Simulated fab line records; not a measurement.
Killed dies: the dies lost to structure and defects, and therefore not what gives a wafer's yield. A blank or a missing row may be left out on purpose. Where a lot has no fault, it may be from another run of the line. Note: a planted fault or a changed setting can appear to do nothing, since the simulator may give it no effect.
Which tool did it? :: flow gf180mcu :: 12 lots (35 wafers sampled), 1 step of a 602-step route

== WHAT THE GAUGES SHOWED, per wafer ==
GF_V4_OVL_MEAS_15. Usual: V4_OVL -7 nm, standard deviation 5.8.
lot: L299
measured: day 24 06:00
on: overlay-01
V4_OVL (nm): -4 2
flag: 

lot: L300
measured: day 24 10:49
on: overlay-01
V4_OVL (nm): -13 -7 -14
flag: 

lot: L302
measured: day 25 02:19
on: overlay-02
V4_OVL (nm): -18 -11 -16
flag: 

lot: L303
measured: day 25 13:22
on: overlay-02
V4_OVL (nm): -10 -8 -8
flag: 

lot: L304
measured: day 25 21:36
on: overlay-01
V4_OVL (nm): -1 -13 0
flag: 

lot: L305
measured: day 26 08:31
on: overlay-02
V4_OVL (nm): -11 -8 -10
flag: 

lot: L309
measured: day 27 19:07
on: overlay-01
V4_OVL (nm): -1 -9 -7
flag: 

lot: L313
measured: day 28 20:31
on: overlay-01
V4_OVL (nm): -6 1 7
flag: 

lot: L318
measured: day 30 08:57
on: overlay-01
V4_OVL (nm): -6 -13 0
flag: 

lot: L320
measured: day 30 23:51
on: overlay-01
V4_OVL (nm): -15 -10 -16
flag: 

lot: L321
measured: day 31 08:36
on: overlay-02
V4_OVL (nm): -14 -14 -13
flag: 

lot: L322
measured: day 31 10:18
on: overlay-01
V4_OVL (nm): -7 -11 -10
flag: 

== WHAT TOOL EACH LOT RAN ON (gives the tool, then ch and the chambers of the sampled wafers, and finally the start) ==
Record: no process step prior to these readings.

== AS READ BY THE TOOLS THEMSELVES (means over the sampled wafers that have a number; for cases with no such wafer, the mark the record gives instead) ==
The record holds no such reading with a usual standard deviation.

== THE ANSWER, worked out from the rows above alone ==
Rule: a lot is off if the mean of its wafers that have a number lies more than 3 standard deviations from the usual mean. Also off: a lot with no number at a reading for which 4 or more lots have one. Where the step has rows for the other lots, those lots are counted as sound. After the gauges, taken in route order, come the tools' own readings; for these a lot's mean is taken, as printed above. The first step at which some lot is off is used, and at that step the reading that is off furthest; a lot without a number counts as furthest.
Across all readings shown, no lot is off: no conclusion can be drawn from this.

== WHAT HAD BEEN PUT IN BY THE SIMULATOR ==
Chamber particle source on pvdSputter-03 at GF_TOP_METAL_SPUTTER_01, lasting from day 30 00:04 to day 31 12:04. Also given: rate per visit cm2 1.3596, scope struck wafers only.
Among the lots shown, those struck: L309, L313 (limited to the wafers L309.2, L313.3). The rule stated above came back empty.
